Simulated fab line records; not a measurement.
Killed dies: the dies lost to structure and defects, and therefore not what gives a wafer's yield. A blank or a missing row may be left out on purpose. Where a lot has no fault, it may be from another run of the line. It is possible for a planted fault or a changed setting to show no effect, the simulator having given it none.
Which tool is to blame? :: flow gf180mcu :: 39 wafers from 13 lots sampled at 4 of the route's 602 steps

## WHAT THE GAUGES READ, wafer by wafer
GF_HV_LDD_CD_MEAS_19: target cd 400 nm.
lot: L565
measured: day 11 03:16
on: cd sem-01
cd nm (nm): 402.3 399.1 400.6

lot: L566
measured: day 11 12:22
on: cd sem-01
cd nm (nm): 397.5 398.4 397.7

lot: L569
measured: day 12 12:52
on: cd sem-01
cd nm (nm): 394.2 394.8 394.0

lot: L570
measured: day 12 22:52
on: cd sem-01
cd nm (nm): 403.1 403.3 402.9

lot: L572
measured: day 14 02:08
on: cd sem-02
cd nm (nm): 400.4 399.8 402.9

lot: L574
measured: day 14 17:58
on: cd sem-01
cd nm (nm): 402.1 398.0 400.5

lot: L575
measured: day 14 19:55
on: cd sem-01
cd nm (nm): 402.3 399.0 398.0

lot: L576
measured: day 15 03:37
on: cd sem-02
cd nm (nm): 399.1 398.9 398.0

lot: L578
measured: day 15 08:20
on: cd sem-02
cd nm (nm): 401.5 401.8 401.3

lot: L577
measured: day 15 14:40
on: cd sem-01
cd nm (nm): 397.0 396.6 398.7

lot: L579
measured: day 15 20:11
on: cd sem-01
cd nm (nm): 394.7 396.5 394.9

lot: L584
measured: day 17 09:58
on: cd sem-02
cd nm (nm): 399.3 396.6 397.9

lot: L585
measured: day 17 17:34
on: cd sem-01
cd nm (nm): 399.7 398.5 398.5

GF_HV_LDD_TW_MEAS_50.
lot: L565
measured: day 12 18:23
on: film metro-02
HV_LDD_4_TW: 570 571 568

lot: L566
measured: day 13 02:26
on: film metro-01
HV_LDD_4_TW: 568 572 568

lot: L569
measured: day 14 05:59
on: film metro-01
HV_LDD_4_TW: 566 567 568

lot: L570
measured: day 14 16:19
on: film metro-02
HV_LDD_4_TW: 572 570 574

lot: L572
measured: day 15 21:10
on: film metro-01
HV_LDD_4_TW: 567 566 564

lot: L574
measured: day 16 14:35
on: film metro-02
HV_LDD_4_TW: 572 573 571

lot: L575
measured: day 16 16:32
on: film metro-01
HV_LDD_4_TW: 567 566 568

lot: L576
measured: day 17 01:53
on: film metro-02
HV_LDD_4_TW: 571 576 572

lot: L578
measured: day 17 07:37
on: film metro-01
HV_LDD_4_TW: 561 562 565

lot: L577
measured: day 17 13:24
on: film metro-01
HV_LDD_4_TW: 563 561 562

lot: L579
measured: day 17 19:15
on: film metro-01
HV_LDD_4_TW: 563 559 561

lot: L584
measured: day 19 10:01
on: film metro-02
HV_LDD_4_TW: 645 642 648

lot: L585
measured: day 19 19:18
on: film metro-04
HV_LDD_4_TW: 649 646 654

GF_HV_LDD_THK_MEAS_57.
lot: L565
measured: day 12 22:48
on: film metro-04
HV_LDD_CVD_56_THK (nm): 89.7 88.9 89.6

lot: L566
measured: day 13 05:15
on: film metro-04
HV_LDD_CVD_56_THK (nm): 89.8 89.9 89.6

lot: L569
measured: day 14 09:05
on: film metro-01
HV_LDD_CVD_56_THK (nm): 88.8 87.9 88.8

lot: L570
measured: day 14 19:50
on: film metro-01
HV_LDD_CVD_56_THK (nm): 89.9 89.8 90.9

lot: L572
measured: day 15 23:59
on: film metro-01
HV_LDD_CVD_56_THK (nm): 91.0 92.4 92.2

lot: L574
measured: day 16 17:23
on: film metro-04
HV_LDD_CVD_56_THK (nm): 91.4 92.4 92.1

lot: L575
measured: day 16 19:52
on: film metro-04
HV_LDD_CVD_56_THK (nm): 90.4 90.6 91.3

lot: L576
measured: day 17 04:46
on: film metro-01
HV_LDD_CVD_56_THK (nm): 88.9 89.6 89.4

lot: L578
measured: day 17 11:34
on: film metro-04
HV_LDD_CVD_56_THK (nm): 88.3 89.5 89.2

lot: L577
measured: day 17 17:33
on: film metro-04
HV_LDD_CVD_56_THK (nm): 89.1 89.2 89.3

lot: L579
measured: day 17 22:37
on: film metro-01
HV_LDD_CVD_56_THK (nm): 89.4 89.5 90.0

lot: L584
measured: day 19 13:25
on: film metro-01
HV_LDD_CVD_56_THK (nm): 90.3 89.6 89.9

lot: L585
measured: day 19 22:07
on: film metro-01
HV_LDD_CVD_56_THK (nm): 89.0 89.1 88.5

## WHAT TOOL EACH LOT RAN ON (gives the tool, then ch and the chambers of the sampled wafers, and finally the start)
lot: L565
GF_HV_LDD_IMPLANT_48: implanter-02 ch 0, day 12 18:10

lot: L566
GF_HV_LDD_IMPLANT_48: implanter-03 ch 0, day 13 02:13

lot: L569
GF_HV_LDD_IMPLANT_48: implanter-02 ch 0, day 14 05:46

lot: L570
GF_HV_LDD_IMPLANT_48: implanter-02 ch 0, day 14 16:04

lot: L572
GF_HV_LDD_IMPLANT_48: implanter-02 ch 0, day 15 20:55

lot: L574
GF_HV_LDD_IMPLANT_48: implanter-03 ch 0, day 16 14:22

lot: L575
GF_HV_LDD_IMPLANT_48: implanter-04 ch 0, day 16 16:17

lot: L576
GF_HV_LDD_IMPLANT_48: implanter-04 ch 0, day 17 01:40

lot: L578
GF_HV_LDD_IMPLANT_48: implanter-04 ch 0, day 17 07:24

lot: L577
GF_HV_LDD_IMPLANT_48: implanter-03 ch 0, day 17 13:11

lot: L579
GF_HV_LDD_IMPLANT_48: implanter-02 ch 0, day 17 19:03

lot: L584
GF_HV_LDD_IMPLANT_48: implanter-03 ch 0, day 19 09:48

lot: L585
GF_HV_LDD_IMPLANT_48: implanter-03 ch 0, day 19 19:06
- GF_HV_LDD_IMPLANT_48

## WHAT THE TOOLS THEMSELVES READ (means of the sampled wafers that have a number; where no wafer has one, the mark that the record gives instead)
GF_HV_LDD_IMPLANT_48.
lot: L565
tool: implanter-02
dose ions cm2: 3e+13
faraday current uA: 169

lot: L566
tool: implanter-03
dose ions cm2: 3e+13
faraday current uA: 172

lot: L569
tool: implanter-02
dose ions cm2: 3e+13
faraday current uA: 169

lot: L570
tool: implanter-02
dose ions cm2: 3e+13
faraday current uA: 166

lot: L572
tool: implanter-02
dose ions cm2: 3e+13
faraday current uA: 171

lot: L574
tool: implanter-03
dose ions cm2: 3e+13
faraday current uA: 170

lot: L575
tool: implanter-04
dose ions cm2: 3e+13
faraday current uA: 164

lot: L576
tool: implanter-04
dose ions cm2: 3e+13
faraday current uA: 169

lot: L578
tool: implanter-04
dose ions cm2: 3e+13
faraday current uA: 169

lot: L577
tool: implanter-03
dose ions cm2: 3e+13
faraday current uA: 173

lot: L579
tool: implanter-02
dose ions cm2: 3e+13
faraday current uA: 168

lot: L584
tool: implanter-03
dose ions cm2: 5e+13
faraday current uA: 256

lot: L585
tool: implanter-03
dose ions cm2: 5e+13
faraday current uA: 259

## THE ANSWER, worked out from the rows above alone
Rule: what is usual is taken from the lots themselves. The widest of any qualifying gaps counts: lots, ordered by their means at a reading, are off when they make up no more than a third of the lots, leave a main group of 4 or more, and stand apart from it by 3 or more times the standard deviation of that group's means. A main group is skipped when, at the precision printed for the reading in the tables above, its means are all equal. A lot without any number at a reading at which 4 lots or more have one is off too. The other lots that the step has rows for count as sound. First the gauges in route order, then the tools' own readings, where a lot's mean is used as printed above. At the first step where some lot is off, the reading lying furthest off is the one used; lots without a number count as furthest.
Off: L584, L585, seen at GF_HV_LDD_TW_MEAS_50 (HV_LDD_4_TW). Mean 567 and standard deviation 4 in the main group.
If a tool, at a process step before that reading, ran all the lots that are off and no sound lot after the first of them, it fits. Not tried: the gauges at GF_HV_LDD_TW_MEAS_50; whatever is off there is also off at GF_HV_LDD_IMPLANT_48, on other tools, and gauge error can't account for it. One fits: GF_HV_LDD_IMPLANT_48 on implanter-03. Its last sound lot is L577 (day 17 13:11), its first lot that is off L584 (day 19 09:48): a fault that began between those two fits.
The tool's own readings at GF_HV_LDD_IMPLANT_48 bear it out: on the lots that are off they differ by more than 5 times the standard deviation of the sound lots' means. dose ions cm2 reads 5e+13 there against 3e+13 on the sound lots; faraday current uA reads 258 there against 169 on the sound lots.

## WHAT HAD BEEN PUT IN BY THE SIMULATOR
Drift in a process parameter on implanter-03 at GF_HV_LDD_IMPLANT_48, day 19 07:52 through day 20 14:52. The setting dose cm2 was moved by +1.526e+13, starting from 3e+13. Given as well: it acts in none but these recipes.
Shown lots that were struck: L584, L585. This agrees with what the rule above found.
